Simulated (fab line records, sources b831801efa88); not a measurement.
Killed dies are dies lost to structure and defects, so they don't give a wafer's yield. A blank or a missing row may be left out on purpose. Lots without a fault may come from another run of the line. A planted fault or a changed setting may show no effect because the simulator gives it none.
Chamber matching | flow gf180mcu | GF_V1_CMP_26 on cmp-02: 3 sister chambers
The step polishes, stops on SiO2, t overpolish 15 s, target thk 0 nm. 3 wafers are shown with their chamber, then 5 later ones without.

WAFERS WITH THEIR CHAMBER
wafer  | chamber | motor_current_A (A)
L613.3 | 1       | 13.7
L614.1 | 3       | 11.4
L614.4 | 0       | 9.9

WAFERS WITHOUT THEIR CHAMBER
wafer  | motor_current_A (A)
L621.1 | 13.2
L621.2 | 10.3
L621.4 | 11.4
L626.6 | 13.5
L627.5 | 10.1

WHICH CHAMBER EACH WENT THROUGH
wafer  | from the rows above | in truth
L621.1 | 1                   | 1
L621.2 | 0                   | 0
L621.4 | 3                   | 3
L626.6 | 1                   | 1
L627.5 | 0                   | 0
Placed correctly: 5 of 5. Can't be placed from these rows: 0. Placed wrongly: 0.
How it was worked out, from the rows above alone: a wafer's distance from a chamber is the root of the sum, over the readings, of the square of ((its reading less the chamber's mean) divided by the reading's scatter). The wafer belongs to the nearest chamber; if the next one is less than 2 further off, it can't be placed. A chamber's mean is the mean of its shown wafers. The scatter: with one shown wafer a chamber, the root of the mean of the squares of how far each hidden wafer lies from its nearest shown one.
